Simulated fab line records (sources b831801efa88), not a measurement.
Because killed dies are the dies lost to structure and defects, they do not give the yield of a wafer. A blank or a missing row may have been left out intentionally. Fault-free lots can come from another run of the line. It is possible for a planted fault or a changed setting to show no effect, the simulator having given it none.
A struck lot beside a sound one	flow sky130	34 out of 708 route steps
Sound: these wafers, L204.1, L204.4, L204.6. The struck wafers were L221.1, L221.4, L221.5. The cause is given at the end.
Per side, at each step with rows, come the tool, then ch with its chambers, and then its first start. Under that, the readings that differ: sound wafers	struck wafers	difference of the means	sigmas: that difference in standard deviations of wafers without a fault.
alike: readings whose means differ by less than 2 such deviations, and words and numbers that are the same on both sides. not compared: withheld readings, readings that some wafer has no value for, bounds like >300 that may hide the same value, and numbers for which the record gives no deviation and whose values overlap.
Wherever a step has rows on one side only, a row that says differs or no value, or a row with sigmas, the two part there. Numbers that don't overlap but have no deviation are shown without sigmas and don't part them. A reading that every wafer of one side lacks parts them only if that side has two wafers or more.

first, 8 steps without rows for these wafers: SKY_LOCAL_INTERCONNECT_ETCH_13 (etches BARC in N2/H2, stops on SiO2, time 47.1 s, target depth 60 nm); SKY_LOCAL_INTERCONNECT_METAL_ETCH_14 (etches TiN in Cl2/BCl3, stops on PSG, target depth 110 nm, time 31.4 s); SKY_LOCAL_INTERCONNECT_STRIP_15 (strips in O2/N2); SKY_LOCAL_INTERCONNECT_STRIP_16 (strips in post etch residue remover, time 1200 s); SKY_LOCAL_INTERCONNECT_CLEAN_17 (cleans in IPA, time 180 s); SKY_LOCAL_INTERCONNECT_CLEAN_18 (cleans in O3/DIW); SKY_CONTACT_CVD_00 (deposits Si3N4, target thk 75 nm); SKY_CONTACT_HDPCVD_02 (deposits SiO2, target thk 565 nm, time 94.2 s).
SKY_CONTACT_CMP_04: polishes SiO2.
  sound on cmp-01 ch 1,2, day 32 00:38; struck on cmp-02 ch 0,1,2, day 37 06:03
reading	sound	struck	difference	sigmas
headPressurePsi (psi)	3.986 4.000 4.000	2.529 2.514 2.523	-1.473	-99 or more
motorCurrentA (A)	13.7 12.8 14.7	9.8 8.4 10.1	-4.3	-3
timeToEndpointS (s)	71 74 77	107 109 104	+33	+6
model.SiO2_of_CONTACT_HDPCVD_02.thkNm (nm)	337.6 338.5 337.9	380.4 381.3 377.9	+41.9	
then, 9 steps without rows for these wafers: SKY_CONTACT_DEHYDRATE_06 (time 60 s); SKY_CONTACT_HMDS_07 (prime time 60 s); SKY_CONTACT_COAT_08 (resist thk 60 nm); SKY_CONTACT_COAT_09 (resist thk 450 nm); SKY_CONTACT_SOFTBAKE_10 (time 90 s); SKY_CONTACT_EXPOSE_11 (exposes mask CTM1, target cd 170 nm); SKY_CONTACT_PEB_12; SKY_CONTACT_DEVELOP_13 (develop time 60 s); SKY_CONTACT_ETCH_16 (etches BARC in N2/H2, stops on SiO2, time 45.9 s, target depth 60 nm).
SKY_CONTACT_ETCH_17: etches SiO2 in C4F8/O2/Ar, stops on Si3N4, target depth 340 nm.
  sound on rieDiel-04 ch 1,3, day 33 04:40; struck on rieDiel-03 ch 0,1,3, day 38 08:25
reading	sound	struck	difference	sigmas
oesProductAu (a.u.)	0.889 0.882 0.886	0.946 0.949 0.945	+0.061	+12
model.etch.depthNm (nm)	337.6 338.5 337.9	380.4 381.3 377.9	+41.9	
model.CONTACT.featureDepthNm (nm)	337.6 338.5 337.9	380.4 381.3 377.9	+41.9	
then, 13 steps without rows for these wafers: SKY_CONTACT_ETCH_18 (etches Si3N4 in CHF3/O2, stops on TiN, time 39 s, target depth 75 nm); SKY_CONTACT_STRIP_19 (strips in O2/N2); SKY_CONTACT_STRIP_20 (strips in post etch residue remover, time 1200 s); SKY_CONTACT_CLEAN_21 (cleans in IPA, time 180 s); SKY_CONTACT_CLEAN_22 (cleans in O3/DIW); SKY_CONTACT_SPUTTER_23 (material TiN, target thk 20 nm, time 80 s); SKY_CONTACT_CVD_24 (deposits W, target thk 340 nm, time 102.12 s); SKY_CONTACT_CMP_27 (polishes, stops on SiO2, t overpolish 15 s, target thk 0 nm); SKY_METAL1_SPUTTER_00 (material Ti, target thk 15 nm, time 10 s); SKY_METAL1_SPUTTER_01 (material TiN, target thk 20 nm, time 16.7 s); SKY_METAL1_SPUTTER_02 (material AlCu, target thk 250 nm, time 13.3 s); SKY_METAL1_SPUTTER_03 (material Ti, target thk 5 nm, time 3.3 s); SKY_METAL1_SPUTTER_04 (material TiN, target thk 70 nm, time 58.3 s).
SKY_METAL1_METAL_ETCH_19: etches the open film in Cl2/BCl3, stops on SiO2, target depth 360 nm, time 78 s.
  sound on rieMetal-02 ch 0, day 34 09:11; struck on rieMetal-01 ch 0,1, day 39 11:36
reading	sound	struck	difference	sigmas
model.SiO2_of_CONTACT_HDPCVD_02.thkNm (nm)	323.8 324.6 323.9	366.6 367.4 364.1	+41.9	
  alike: drypumpMotorCurrentA, oesProductAu, throttleValvePct
  not compared: rfHoursCounterH
-- the record jumps here: 11 days lie between the struck wafers' starts before and after (it left off in module METAL1 and takes up again in module PAD_OPEN, whose first step shown is number 708 of the route) --
SKY_PAD_OPEN_PROBE_99:
  struck on prober-02, day 50 20:10; sound on prober-01, day 47 02:41
reading	sound	struck	difference	sigmas
killedAtContacts	18 18 19	29 28 31	+11	+2
  alike: killed_at_M0_to_M3, killed_at_M4_up, killedAtFrontEnd, killedAtOther, killedDies, killedOnRim, killedOpen, killedShort

WHERE THEY PART
First at SKY_CONTACT_CMP_04; last, within this record, at SKY_PAD_OPEN_PROBE_99.

WHY: what the simulator had put in
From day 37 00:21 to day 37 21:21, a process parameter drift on cmp-02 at SKY_CONTACT_CMP_04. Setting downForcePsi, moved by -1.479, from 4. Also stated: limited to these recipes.
